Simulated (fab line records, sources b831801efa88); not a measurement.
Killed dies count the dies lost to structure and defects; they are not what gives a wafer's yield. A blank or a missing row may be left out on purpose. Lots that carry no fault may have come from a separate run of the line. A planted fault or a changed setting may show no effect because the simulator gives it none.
A lot that was struck, set against a sound lot | flow gf180mcu | 46 out of 602 route steps
Sound: wafers L563.1, L563.4, L563.6. Wafers struck: L560.2, L560.3, L560.6. Last of all comes the cause.
For every step that has rows: the tool of each side, followed by ch and its chambers, followed by its first start. Under that, the readings that differ: sound wafers | struck wafers | difference of the means | sigmas: that difference in standard deviations of wafers without a fault.
alike: readings with means less than 2 such deviations apart, plus words and numbers identical on both sides. not compared: withheld readings, readings lacking a value on some wafer, bounds such as >300 that could conceal the same value, and numbers that have no deviation in the record and whose values overlap.
The two part at a step that has a row with sigmas, a row that says differs or no value, or rows on one side only. Numbers that have no deviation but don't overlap get no sigmas and don't part them. A reading that every wafer of one side lacks parts them only if that side has two wafers or more.

first, 5 steps without rows for these wafers: GF_LVPWELL_COAT_02 (resist thk 3000 nm); GF_LVPWELL_SOFTBAKE_03; GF_LVPWELL_EXPOSE_04 (exposes mask LVPWELL, target cd 600 nm); GF_LVPWELL_PEB_05; GF_LVPWELL_DEVELOP_06 (develop time 60 s).
GF_LVPWELL_OVL_MEAS_07:
  sound: overlay-02 at day 8 23:28; struck: overlay-01 at day 8 06:54
  alike: LVPWELL_OVL
then, 2 steps without rows for these wafers: GF_LVPWELL_IMPLANT_08; GF_LVPWELL_IMPLANT_09.
GF_LVPWELL_STRIP_10: strips in O2/N2.
  sound on plasma-asher-01 ch 0,1, day 8 23:47; struck on plasma-asher-03 ch 0,1, day 8 07:14
  alike: drypump-motor-current-A, heater-power-w, oes-product-au, strip-time-to-endpoint-s
  not compared: rf-hours-counter-h
GF_LVPWELL_TW_MEAS_11:
  sound: film-metro-04 at day 8 23:53; struck: film-metro-04 at day 8 07:20
  alike: LVPWELL_TW
then, 2 steps without rows for these wafers: GF_MVSD_DEHYDRATE_00 (time 60 s); GF_MVSD_HMDS_01 (prime time 60 s).
GF_MVSD_COAT_02: resist thk 3000 nm.
  struck on litho-track-01, day 8 15:26; sound on litho-track-02 ch 0, day 9 07:54
  no value came back on the struck wafers for chill-plate-temp-C (C), dispense-pressure-kPa (kPa); on the sound wafers chill-plate-temp-C (C) reads 23.03 23.24 23.00
then, 4 steps without rows for these wafers: GF_MVSD_SOFTBAKE_03; GF_MVSD_EXPOSE_04 (exposes mask MVSD, target cd 1000 nm); GF_MVSD_PEB_05; GF_MVSD_DEVELOP_06 (develop time 60 s).
GF_MVSD_OVL_MEAS_07:
  sound: overlay-02 at day 9 16:40; struck: overlay-02 at day 8 23:49
  reading       | sound          | struck | difference                    | sigmas
  MVSD_OVL (nm) | -0.9 -0.5 -0.3 | - - -  | no value on the struck wafers |
then, 2 steps without rows for these wafers: GF_MVSD_IMPLANT_08; GF_MVSD_IMPLANT_09.
GF_MVSD_STRIP_10: strips in O2/N2.
  sound on plasma-asher-04 ch 0,1, day 9 16:59; struck on plasma-asher-04 ch 0,1, day 9 00:08
  no value came back on the struck wafers for oes-product-au (a.u.), strip-time-to-endpoint-s (s); on the sound wafers oes-product-au (a.u.) reads 0.723 0.728 0.722
  alike: drypump-motor-current-A, heater-power-w
  not compared: rf-hours-counter-h
GF_MVSD_TW_MEAS_11:
  sound: film-metro-01 at day 9 17:05; struck: film-metro-04 at day 9 00:15
  alike: MVSD_TW
then, 7 steps without rows for these wafers: GF_MVPSD_DEHYDRATE_00 (time 60 s); GF_MVPSD_HMDS_01 (prime time 60 s); GF_MVPSD_COAT_02 (resist thk 3000 nm); GF_MVPSD_SOFTBAKE_03; GF_MVPSD_EXPOSE_04 (exposes mask MVPSD, target cd 1000 nm); GF_MVPSD_PEB_05; GF_MVPSD_DEVELOP_06 (develop time 60 s).
GF_MVPSD_OVL_MEAS_07:
  sound: overlay-01 at day 10 10:27; struck: overlay-02 at day 9 17:25
  alike: MVPSD_OVL
then, 2 steps without rows for these wafers: GF_MVPSD_IMPLANT_08; GF_MVPSD_IMPLANT_09.
GF_MVPSD_STRIP_10: strips in O2/N2.
  sound on plasma-asher-02 ch 0,1, day 10 10:47; struck on plasma-asher-02 ch 0,1, day 9 17:44
  alike: drypump-motor-current-A, heater-power-w, oes-product-au, strip-time-to-endpoint-s
  not compared: rf-hours-counter-h
GF_MVPSD_TW_MEAS_11:
  sound: film-metro-04 at day 10 10:53; struck: film-metro-03 at day 9 17:51
  reading  | sound       | struck         | difference | sigmas
  MVPSD_TW | 557 556 557 | 1576 1562 1563 | +1010      | +99 or more
then, 7 steps without rows for these wafers: GF_VT_IMPLANT_DEHYDRATE_00 (time 60 s); GF_VT_IMPLANT_HMDS_01 (prime time 60 s); GF_VT_IMPLANT_COAT_02 (resist thk 1000 nm); GF_VT_IMPLANT_SOFTBAKE_03 (time 60 s); GF_VT_IMPLANT_EXPOSE_04 (exposes mask LVPWELL LV AREA, target cd 600 nm); GF_VT_IMPLANT_PEB_05; GF_VT_IMPLANT_DEVELOP_06 (develop time 60 s).
GF_VT_IMPLANT_OVL_MEAS_07:
  sound: overlay-02 at day 11 04:48; struck: overlay-02 at day 10 11:10
  alike: VT_IMPLANT_OVL
GF_VT_IMPLANT_TW_MEAS_10:
  sound: film-metro-02 at day 11 05:05; struck: film-metro-02 at day 10 11:27
  reading       | sound       | struck         | difference | sigmas
  VT_IMPLANT_TW | 549 548 549 | 1586 1583 1576 | +1033      | +99 or more
GF_VT_IMPLANT_TW_MEAS_21:
  sound: film-metro-03 at day 11 23:47; struck: film-metro-03 at day 11 05:54
  reading         | sound          | struck         | difference | sigmas
  VT_IMPLANT_2_TW | 1196 1191 1194 | 1745 1752 1750 | +555       | +43
GF_VT_IMPLANT_TW_MEAS_32:
  sound: film-metro-02 at day 12 19:11; struck: film-metro-04 at day 12 00:12
  reading         | sound       | struck         | difference | sigmas
  VT_IMPLANT_3_TW | 264 262 264 | 1601 1590 1598 | +1333      | +99 or more
GF_VT_IMPLANT_TW_MEAS_43:
  sound: film-metro-03 at day 13 15:26; struck: film-metro-03 at day 12 19:30
  reading         | sound       | struck         | difference | sigmas
  VT_IMPLANT_4_TW | 682 681 677 | 1600 1596 1600 | +919       | +99 or more

## WHERE THEY PART
At GF_MVSD_COAT_02 first; at GF_VT_IMPLANT_TW_MEAS_43 last (within this record only).

WHY: what had been put in by the simulator
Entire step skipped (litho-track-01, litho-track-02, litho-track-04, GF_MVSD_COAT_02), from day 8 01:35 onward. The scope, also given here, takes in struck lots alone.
